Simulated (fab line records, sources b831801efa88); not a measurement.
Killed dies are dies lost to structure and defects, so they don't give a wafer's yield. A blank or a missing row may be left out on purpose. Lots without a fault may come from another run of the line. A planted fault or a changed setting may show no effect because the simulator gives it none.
fab line records | flow gf180mcu
record lots=15 wafers=45 last_day=34
route steps=602 shown V4@490 MIM@507
lots that met no fault: from a run of the same line without faults
start_h: hours from the record's first day to the start of the lot's first wafer shown | wait_h: hours since the lot's step before | " the same as in the row above | L1.1+2: a row that stands for several wafers | - no value, or no start given | * or withheld: withheld | < > ~ a bound
route shown NAME@n: a module of which the file shows steps, and the number in the route of the first | usual: mean/standard deviation of fault-free wafers | same: alike in all rows | chamber/n: place in a boat | sites: the reading at each site | _std_site: their standard deviation | _edge_site: outer sites' mean less inner sites' | radius_mm: how far each site lies from the wafer's centre | mask NAME#n: copy n | behind: the tool/chamber that last shaped the wafer | hold: why the lot was held/for how many hours/how that ended | device: the transistor (n, p or np) that didn't switch | end of line: the same wafers' tests at the end of the route | a step without rows: its recipe alone | killed: dies lost to structure and defects at the first sort, not the wafer's yield | map: a wafer's dies, x killed, . not, _ none there
set.NAME: the setting as run; set.NAME@STEP: as run at that earlier step | model.NAME: the simulator's own value behind a step, which no gauge read
steps of the route over a sample of lots; a table a step, a row a wafer
services: from which hour (start_h, from the record's first day; less than 0 if before it) a tool's chamber was out of use, for how many hours, and why
## steps
# step GF_V4_CD_MEAS_14
# recipe target_cd_nm=260
# usual cd_nm=260.2/1.2
# columns lot.wafer tool chamber start_h wait_h cd_nm
L298.4 cd_sem-02 - 565.06 0.1 261.0
L298.5 " - " " 260.4
L298.6 " - " " 260.4
L299.1 cd_sem-01 - 578.45 0.1 259.8
L299.2 " - " " 259.6
L299.6 " - " " 259.6
L300.4 cd_sem-01 - 595.31 0.1 260.8
L300.5 " - " " 259.4
L300.6 " - " " 260.5
L301.1 cd_sem-02 - 598.70 0.1 260.3
L301.2 " - " " 260.2
L301.3 " - " " 260.3
L302.2 cd_sem-02 - 607.22 0.1 261.7
L302.3 " - " " 260.3
L302.5 " - " " 259.6
L304.1 cd_sem-02 - 622.40 0.1 260.8
L304.3 " - " " 260.1
L304.5 " - " " 259.5
L305.1 cd_sem-01 - 626.70 0.1 259.4
L305.2 " - " " 260.8
L305.4 " - " " 260.8
L306.1 cd_sem-01 - 630.55 0.1 260.8
L306.3 " - " " 260.4
L306.5 " - " " 259.1
L307.1 cd_sem-02 - 640.89 0.1 260.7
L307.4 " - " " 260.4
L307.6 " - " " 262.3
L308.4 cd_sem-02 - 655.01 0.1 258.1
L308.5 " - " " 259.3
L308.6 " - " " 258.7
L310.3 cd_sem-01 - 664.04 0.1 258.4
L310.5 " - " " 259.1
L310.6 " - " " 259.2
L316.1 cd_sem-02 - 701.75 0.1 261.6
L316.4 " - " " 260.4
L316.5 " - " " 261.2
L318.1 cd_sem-02 - 716.29 0.1 261.7
L318.4 " - " " 262.7
L318.6 " - " " 262.3
L319.2 cd_sem-01 - 717.72 0.1 258.0
L319.3 " - " " 258.5
L319.5 " - " " 258.6
L320.1 cd_sem-01 - 725.97 0.2 260.4
L320.3 " - " " 259.9
L320.6 " - " " 259.5
# step GF_V4_CMP_26
# recipe stop_on=SiO2 down_force_psi=3.5 platen_rpm=60 t_overpolish_s=15 target_thk_nm=0 pad_velocity_m_s=0.94248
# usual motor_current_A=11.5/0.68 overpolish_run_s=14.999/0.0094 time_to_endpoint_s=83/3.6
# columns lot.wafer tool chamber start_h wait_h motor_current_A overpolish_run_s time_to_endpoint_s
L298.4 cmp-02 3 566.65 0.1 11.9 15.005 82
L298.6 " 1 " " 11.4 15.007 81
L298.5 " 2 " " 12.2 14.986 84
L299.2 cmp-02 1 579.69 0.0 11.4 14.996 77
L299.1 " 3 " " 10.8 15.005 80
L299.6 " 1 " " 11.8 15.007 78
L300.4 cmp-02 2 596.60 0.1 11.4 15.003 88
L300.5 " 1 " " 11.0 14.994 85
L300.6 " 2 " " 11.7 15.007 88
L301.1 cmp-01 0 599.99 0.1 11.8 15.006 83
L301.2 " 1 " " 11.7 14.997 86
L301.3 " 3 " " 11.6 14.983 80
L302.2 cmp-02 2 608.52 0.0 11.5 14.995 93
L302.3 " 0 " " 10.1 15.004 92
L302.5 " 2 " " 11.3 15.005 91
L304.1 cmp-01 2 623.85 0.3 11.9 14.997 81
L304.3 " 0 " " 11.8 14.995 81
L304.5 " 2 " " 12.3 15.015 84
L305.4 cmp-02 0 627.97 0.1 10.1 15.000 86
L305.1 " 1 " " 11.4 14.994 80
L305.2 " 2 " " 11.7 15.000 88
L306.3 cmp-01 2 631.76 0.0 12.5 15.010 85
L306.1 " 3 " " 10.9 14.994 78
L306.5 " 3 " " 10.7 15.002 78
L307.1 cmp-02 0 642.24 0.1 9.9 14.990 85
L307.4 " 1 " " 11.8 15.018 76
L307.6 " 3 " " 11.6 14.985 79
L308.4 cmp-02 1 656.26 0.1 11.7 14.986 76
L308.6 " 3 " " 11.7 14.999 80
L308.5 " 0 " " 10.6 14.992 85
L310.3 cmp-01 0 665.38 0.2 11.5 15.015 82
L310.6 " 3 " " 11.5 14.996 80
L310.5 " 0 " " 11.7 15.004 84
L316.1 cmp-01 1 703.05 0.1 12.5 14.995 84
L316.4 " 3 " " 11.2 14.991 80
L316.5 " 1 " " 12.2 14.984 86
L318.4 cmp-02 1 717.54 0.0 11.4 15.000 76
L318.1 " 3 " " 11.0 15.011 80
L318.6 " 1 " " 11.5 15.002 80
L319.2 cmp-01 0 718.95 0.0 11.1 15.003 88
L319.3 " 1 " " 12.5 14.996 86
L319.5 " 0 " " 12.0 14.999 85
L320.1 cmp-02 0 727.57 0.1 10.4 14.992 82
L320.3 " 2 " " 11.6 15.006 88
L320.6 " 3 " " 11.1 14.996 81
# step GF_MIM_SPUTTER_04
# recipe material=TiN target_thk_nm=50 power_w=6500 time_s=41.7 chamber_pressure_pa=0.4
# usual cathode_dc_power_W=6500.0/1.1 chamber_pressure_pa=0.4001/0.00083 throttle_valve_pct=30.0/1
# columns lot.wafer tool chamber start_h wait_h cathode_dc_power_W chamber_pressure_pa throttle_valve_pct
L298.4 pvd_sputter-02 - 567.03 0.0 6501.0 0.3999 31.5
L298.5 " - " " 6501.3 0.4019 29.4
L298.6 " - " " 6501.8 0.4010 31.3
L299.1 pvd_sputter-04 - 580.17 0.0 6500.8 0.4004 31.7
L299.2 " - " " 6501.7 0.4002 28.6
L299.6 " - " " 6500.6 0.4008 31.5
L300.4 pvd_sputter-04 - 597.03 0.0 6499.6 0.4001 30.3
L300.5 " - " " 6499.4 0.4005 30.2
L300.6 " - " " 6500.2 0.4002 29.2
L301.1 pvd_sputter-03 - 600.47 0.0 6496.7 0.4008 28.6
L301.2 " - " " 6500.0 0.3993 29.3
L301.3 " - " " 6499.6 0.4003 29.4
L302.2 pvd_sputter-02 - 609.00 0.0 6501.2 0.3994 31.2
L302.3 " - " " 6499.3 0.3999 29.3
L302.5 " - " " 6501.3 0.3999 29.6
L304.1 pvd_sputter-03 - 624.28 0.0 6499.7 0.3990 28.3
L304.3 " - " " 6501.0 0.3976 29.3
L304.5 " - " " 6500.6 0.4006 29.9
L305.1 pvd_sputter-02 - 628.40 0.0 6498.5 0.4010 31.1
L305.2 " - " " 6500.1 0.4005 29.9
L305.4 " - " " 6501.3 0.3997 29.4
L306.1 pvd_sputter-04 - 632.24 0.0 6499.1 0.4014 29.4
L306.3 " - " " 6501.0 0.4003 31.8
L306.5 " - " " 6499.6 0.4013 30.3
L307.1 pvd_sputter-04 - 642.62 0.0 6500.8 0.4007 29.3
L307.4 " - " " 6497.3 0.3994 29.1
L307.6 " - " " 6500.8 0.3987 30.3
L308.4 pvd_sputter-03 - 656.64 0.0 6499.7 0.3991 29.5
L308.5 " - " " 6500.0 0.3983 29.3
L308.6 " - " " 6499.3 0.4009 29.2
L310.3 pvd_sputter-02 - 665.81 0.0 6500.9 0.4017 31.3
L310.5 " - " " 6500.6 0.4015 31.5
L310.6 " - " " 6497.7 0.4005 31.3
L316.1 pvd_sputter-04 - 703.48 0.0 6500.6 0.4003 31.6
L316.4 " - " " 6499.4 0.3984 29.5
L316.5 " - " " 6499.7 0.4006 30.3
L318.1 pvd_sputter-02 - 718.02 0.0 6499.7 0.3999 30.0
L318.4 " - " " 6501.5 0.4000 29.3
L318.6 " - " " 6499.3 0.3999 31.0
L319.2 pvd_sputter-02 - 719.44 0.0 6501.8 0.4000 29.8
L319.3 " - " " 6500.2 0.3994 29.3
L319.5 " - " " 6498.5 0.4001 29.7
L320.1 pvd_sputter-04 - 728.00 0.0 6499.7 0.3996 29.4
L320.3 " - " " 6499.8 0.4005 28.9
L320.6 " - " " 6500.1 0.3996 29.0
# step GF_MIM_SPUTTER_09
# recipe material=TiN target_thk_nm=35 power_w=6500 time_s=29.2 chamber_pressure_pa=0.4
# usual cathode_dc_power_W=6500.1/1.2 chamber_pressure_pa=0.4000/0.00079 throttle_valve_pct=29.9/0.95
# columns lot.wafer tool chamber start_h wait_h cathode_dc_power_W chamber_pressure_pa throttle_valve_pct
L298.4 pvd_sputter-03 - 567.23 0.0 6501.4 0.3995 29.3
L298.5 " - " " 6499.3 0.4000 29.4
L298.6 " - " " 6501.5 0.3997 28.5
L299.1 pvd_sputter-03 - 580.39 0.0 6500.7 0.3999 28.5
L299.2 " - " " 6501.1 0.4011 29.5
L299.6 " - " " 6500.5 0.4009 29.2
L300.4 pvd_sputter-03 - 597.25 0.0 6497.1 0.3996 28.5
L300.5 " - " " 6498.8 0.4000 29.4
L300.6 " - " " 6498.6 0.4014 29.2
L301.1 pvd_sputter-04 - 600.67 0.0 6501.0 0.4010 31.6
L301.2 " - " " 6500.8 0.3989 28.8
L301.3 " - " " 6499.4 0.4000 30.2
L302.2 pvd_sputter-03 - 609.22 0.0 6500.5 0.4001 28.6
L302.3 " - " " 6500.1 0.4013 29.5
L302.5 " - " " 6499.2 0.3991 29.7
L304.1 pvd_sputter-03 - 624.48 0.0 6502.1 0.3995 29.3
L304.3 " - " " 6501.3 0.4000 29.5
L304.5 " - " " 6501.9 0.3999 29.0
L305.1 pvd_sputter-04 - 628.60 0.0 6496.6 0.4000 28.8
L305.2 " - " " 6498.7 0.3993 30.4
L305.4 " - " " 6500.4 0.3993 31.7
L306.1 pvd_sputter-03 - 632.44 0.0 - - -
L306.3 " - " " - - -
L306.5 " - " " - - -
L307.1 pvd_sputter-03 - 642.82 0.0 - - -
L307.4 " - " " - - -
L307.6 " - " " - - -
L308.4 pvd_sputter-04 - 656.84 0.0 - - -
L308.5 " - " " - - -
L308.6 " - " " - - -
L310.3 pvd_sputter-04 - 666.01 0.0 6500.3 0.4001 28.9
L310.5 " - " " 6497.9 0.4012 30.1
L310.6 " - " " 6498.8 0.4006 29.5
L316.1 pvd_sputter-02 - 703.68 0.0 6499.5 0.4002 29.3
L316.4 " - " " 6500.7 0.4003 29.8
L316.5 " - " " 6498.6 0.4016 29.4
L318.1 pvd_sputter-03 - 718.22 0.0 6499.8 0.3991 29.4
L318.4 " - " " 6498.4 0.3989 29.1
L318.6 " - " " 6500.3 0.4000 29.6
L319.2 pvd_sputter-04 - 719.65 0.0 6500.0 0.3998 28.9
L319.3 " - " " 6500.2 0.3997 31.8
L319.5 " - " " 6501.1 0.4004 31.4
L320.1 pvd_sputter-02 - 728.20 0.0 6500.0 0.3999 29.8
L320.3 " - " " 6500.0 0.3994 31.1
L320.6 " - " " 6499.6 0.4009 29.6
# step GF_MIM_THK_MEAS_11
# recipe thk_meas_gauge=xrf reads=AlCu_of_MIM_SPUTTER_08
# usual MIM_ALCU_THK=197.8/2.6
# columns lot.wafer tool chamber start_h wait_h MIM_ALCU_THK[nm]
L298.4 film_metro-02 - 567.42 0.1 196.1
L298.5 " - " " 197.8
L298.6 " - " " 193.9
L299.1 film_metro-04 - 580.54 0.1 197.2
L299.2 " - " " 198.9
L299.6 " - " " 204.1
L300.4 film_metro-03 - 597.43 0.1 197.8
L300.5 " - " " 200.9
L300.6 " - " " 201.8
L301.1 film_metro-03 - 600.82 0.1 196.7
L301.2 " - " " 198.6
L301.3 " - " " 196.6
L302.2 film_metro-04 - 609.38 0.1 193.5
L302.3 " - " " 199.4
L302.5 " - " " 195.4
L304.1 film_metro-04 - 624.63 0.1 203.5
L304.3 " - " " 200.5
L304.5 " - " " 201.7
L305.1 film_metro-03 - 628.75 0.1 198.6
L305.2 " - " " 197.6
L305.4 " - " " 196.9
L306.1 film_metro-02 - 632.59 0.1 212.3
L306.3 " - " " 212.5
L306.5 " - " " 216.7
L307.1 film_metro-04 - 642.97 0.1 209.0
L307.4 " - " " 212.0
L307.6 " - " " 214.3
L308.4 film_metro-02 - 657.02 0.1 210.3
L308.5 " - " " 208.6
L308.6 " - " " 208.4
L310.3 film_metro-02 - 666.18 0.1 198.5
L310.5 " - " " 196.6
L310.6 " - " " 197.6
L316.1 film_metro-03 - 703.83 0.1 197.2
L316.4 " - " " 198.4
L316.5 " - " " 198.6
L318.1 film_metro-03 - 718.38 0.1 200.7
L318.4 " - " " 201.8
L318.6 " - " " 196.8
L319.2 film_metro-03 - 719.81 0.1 199.1
L319.3 " - " " 198.6
L319.5 " - " " 199.0
L320.1 film_metro-02 - 728.36 0.1 197.2
L320.3 " - " " 194.1
L320.6 " - " " 195.7
# step GF_MIM_METAL_ETCH_19
# recipe chemistry=Cl2/BCl3 mask_material=NOVOLAK stop_on=Si3N4 target_depth_nm=324.5 pressure_mtorr=8 icp_w=800 bias_w=140 Cl2_flow_sccm=80 bcl3_flow_sccm=40 time_s=54.1
# usual drypump_motor_current_A=5.8/0.32 oes_product_au=0.941/0.0072 throttle_valve_pct=28.284/0.01
# columns lot.wafer tool chamber start_h wait_h drypump_motor_current_A oes_product_au rf_hours_counter_h throttle_valve_pct
L298.4 rie_metal-04 0 587.83 0.1 6.2 0.948 - 28.277
L298.5 " 0 " " 6.3 0.939 - 28.294
L298.6 " 1 " " 5.3 0.933 - 28.297
L299.1 rie_metal-01 0 600.60 0.1 5.6 0.939 11 28.287
L299.2 " 0 " " 5.6 0.947 - 28.282
L299.6 " 0 " " 5.6 0.945 - 28.278
L300.4 rie_metal-01 1 618.53 0.1 5.6 0.944 - 28.288
L300.5 " 1 " " 5.6 0.945 - 28.284
L300.6 " 0 " " 5.6 0.945 - 28.277
L301.1 rie_metal-01 0 621.45 0.1 5.6 0.940 11 28.270
L301.2 " 1 " " 5.7 0.930 0 28.286
L301.3 " 0 " " 5.6 0.934 - 28.305
L302.2 rie_metal-01 0 629.95 0.1 5.6 0.923 12 28.307
L302.3 " 0 " " 5.6 0.935 - 28.279
L302.5 " 1 " " 5.6 0.938 - 28.291
L304.1 rie_metal-03 1 643.85 0.1 5.9 0.953 5 28.281
L304.3 " 0 " " 6.0 0.951 - 28.268
L304.5 " 1 " " 5.9 0.950 - 28.276
L305.1 rie_metal-01 0 648.44 0.1 5.6 0.939 12 28.268
L305.2 " 1 " " 5.6 0.934 1 28.282
L305.4 " 1 " " 5.6 0.946 - 28.293
L306.1 rie_metal-03 0 652.14 0.1 6.0 0.991 12 28.216
L306.3 " 1 " " 5.9 0.992 - 28.213
L306.5 " 1 " " 5.9 1.005 - 28.226
L307.1 rie_metal-04 0 663.10 0.1 6.2 0.986 5 28.234
L307.4 " 1 " " 5.4 0.994 - 28.235
L307.6 " 1 " " 5.3 1.000 - 28.226
L308.4 rie_metal-03 1 676.02 0.1 5.9 0.997 - 28.234
L308.5 " 0 " " 6.0 0.996 - 28.241
L308.6 " 1 " " 5.9 0.992 - 28.224
L310.3 rie_metal-01 1 685.40 0.1 5.6 0.947 - 28.258
L310.5 " 1 " " 5.6 0.939 - 28.283
L310.6 " 1 " " 5.6 0.946 - 28.271
L316.1 rie_metal-01 0 721.25 0.1 5.6 0.936 1 28.297
L316.4 " 0 " " 5.6 0.940 - 28.285
L316.5 " 0 " " 5.6 0.942 - 28.292
L318.1 rie_metal-01 0 735.35 0.1 5.6 0.946 2 28.283
L318.4 " 0 " " 5.6 0.952 - 28.289
L318.6 " 0 " " 5.6 0.937 - 28.293
L319.2 rie_metal-04 1 736.45 0.1 5.4 0.937 0 28.285
L319.3 " 0 " " 6.2 0.943 - 28.280
L319.5 " 0 " " 6.2 0.950 - 28.281
L320.1 rie_metal-04 1 745.64 0.1 5.4 0.950 1 28.285
L320.3 " 0 " " 6.2 0.935 - 28.274
L320.6 " 0 " " 6.2 0.936 - 28.279
## services
# columns tool chamber start_h hours kind
rie_metal-01 0 555.53 14.4 repair
cmp-01 - 558.50 0.6 repair
cmp-01 - 559.62 1.8 repair
rie_metal-04 1 569.49 1.4 repair
cmp-01 - 572.00 4.0 pm
pvd_sputter-02 - 574.78 0.8 repair
cmp-01 - 575.42 3.2 repair
rie_metal-01 1 579.97 7.6 repair
cmp-01 - 587.67 0.2 repair
rie_metal-01 - 594.03 1.4 pm
pvd_sputter-02 - 598.67 3.8 repair
cmp-02 - 599.29 1.6 repair
rie_metal-01 - 615.13 2.8 pm
cmp-01 - 632.35 1.9 repair
pvd_sputter-02 - 654.66 4.8 repair
pvd_sputter-04 - 660.19 4.0 repair
cmp-02 - 663.51 5.3 pm
pvd_sputter-03 3 679.24 - consumable_replace:kit
pvd_sputter-03 3 679.24 18.0 scheduled_down
cmp-01 - 682.85 1.9 repair
pvd_sputter-04 - 692.61 5.1 repair
rie_metal-03 - 706.09 1.0 repair
cmp-02 - 720.62 0.3 repair
rie_metal-03 - 726.81 15.6 pm
## key
first_sign step=GF_MIM_SPUTTER_09 reading=tool_record direction=missing
effect step=GF_MIM_THK_MEAS_11 reading=MIM_ALCU_THK direction=up sigmas=5.4 usual=197.8 struck=211.6
effect step=GF_MIM_METAL_ETCH_19 reading=oes_product_au direction=up sigmas=7.5 usual=0.941 struck=0.995
met_at GF_MIM_SPUTTER_09
struck_lots L306,L307,L308
later_rows_left_out L306.1,L306.3,L306.5,L307.1,L307.4,L307.6,L308.4,L308.5,L308.6
sort_left_out L306.1,L306.3,L306.5,L307.1,L307.4,L307.6,L308.4,L308.5,L308.6
not_acting_at GF_V4_CD_MEAS_14,GF_V4_CMP_26,GF_MIM_SPUTTER_04
onset_between 628.60 632.44
fault kind=skipped_step_whole tool=pvd_sputter-03,pvd_sputter-04 chamber=- onset_h=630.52 steps=GF_MIM_SPUTTER_09 scope=struck_lots_only
# sort_left_out: the simulated sort isn't trusted on such a fault, so these wafers' sort isn't shown, and their yield isn't known
# later_rows_left_out: the simulator's readings of these wafers behind a module that went badly wrong aren't trusted and aren't shown, but for the sort
